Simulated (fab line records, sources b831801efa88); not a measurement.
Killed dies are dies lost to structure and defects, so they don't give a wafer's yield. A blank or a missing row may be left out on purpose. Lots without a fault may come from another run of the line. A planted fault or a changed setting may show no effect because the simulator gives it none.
A struck lot beside a sound one | flow gf180mcu | 15 steps out of a route of 602
Sound: wafers L853.1, L853.4, L853.6. Struck: wafers L865.2, L865.3, L865.4. The cause comes at the end.
At each step with rows: each side's tool, then ch and its chambers, then its first start. Under that, the readings that differ: sound wafers | struck wafers | difference of the means | sigmas: that difference in standard deviations of wafers without a fault.
alike: readings whose means differ by less than 2 such deviations, and words and numbers that are the same on both sides. not compared: withheld readings, readings that some wafer has no value for, bounds like >300 that may hide the same value, and numbers for which the record gives no deviation and whose values overlap.
The two part at a step that has a row with sigmas, a row that says differs or no value, or rows on one side only. Numbers that don't overlap but have no deviation are shown without sigmas and don't part them. A reading that every wafer of one side lacks parts them only if that side has two wafers or more.

GF_DUAL_GATE_STRIP_13: strips in O2/N2.
  sound on plasma_asher-02 ch 0,1, day 10 12:19; struck on plasma_asher-02 ch 0,1, day 14 02:41
  alike: drypump_motor_current_A, heater_power_w, oes_product_au, strip_time_to_endpoint_s
  not compared: rf_hours_counter_h
then, 3 steps without rows for these wafers: GF_DUAL_GATE_CLEAN_14 (cleans in SC1/SC2, time 150 s); GF_DUAL_GATE_OXIDATION_15 (stabilise 600 s, purge 300 s, target thk 7.098 nm); GF_POLY_GATE_CVD_00 (deposits poly-Si, target thk 200 nm, time 1200 s).
GF_POLY_GATE_THK_MEAS_01:
  sound on film_metro-04, day 10 15:20; struck on film_metro-02, day 14 05:49
  alike: POLY_GATE_CVD_00_THK
then, 7 steps without rows for these wafers: GF_POLY_GATE_DEHYDRATE_02 (time 60 s); GF_POLY_GATE_HMDS_03 (prime time 60 s); GF_POLY_GATE_COAT_04; GF_POLY_GATE_COAT_05 (resist thk 700 nm); GF_POLY_GATE_SOFTBAKE_06 (time 60 s); GF_POLY_GATE_EXPOSE_07 (exposes mask Poly2, target cd 280 nm); GF_POLY_GATE_PEB_08 (peb time 90 s).
GF_POLY_GATE_DEVELOP_09: develop time 60 s.
  sound on litho_track-03 ch 0, day 11 09:44; struck on litho_track-02 ch 0, day 15 02:57
  reading              | sound             | struck            | difference | sigmas
  developer_temp_C (C) | 21.05 21.10 20.86 | 20.26 20.37 20.20 | -0.73      | -7
GF_POLY_GATE_CD_MEAS_10: target cd 280 nm.
  sound on cd_sem-02, day 11 09:53; struck on cd_sem-02, day 15 03:05
  reading    | sound             | struck            | difference | sigmas
  cd_nm (nm) | 280.6 279.6 280.6 | 274.6 276.4 276.3 | -4.5       | -3
-- the record jumps here: 19 days lie between the struck wafers' starts before and after (it left off in module POLY_GATE and takes up again in module PASSIVATION, whose first step shown is number 602 of the route) --
GF_PASSIVATION_PROBE_99:
  the record has rows for the struck wafers here (prober-01, day 34 06:04) and none for the sound ones

WHERE THEY PART
First at GF_POLY_GATE_DEVELOP_09; last, within this record, at GF_PASSIVATION_PROBE_99.

WHY: what the simulator had put in
Process parameter drift: litho_track-02, from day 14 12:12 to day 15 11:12, at GF_POLY_GATE_DEVELOP_09. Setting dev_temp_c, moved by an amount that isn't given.
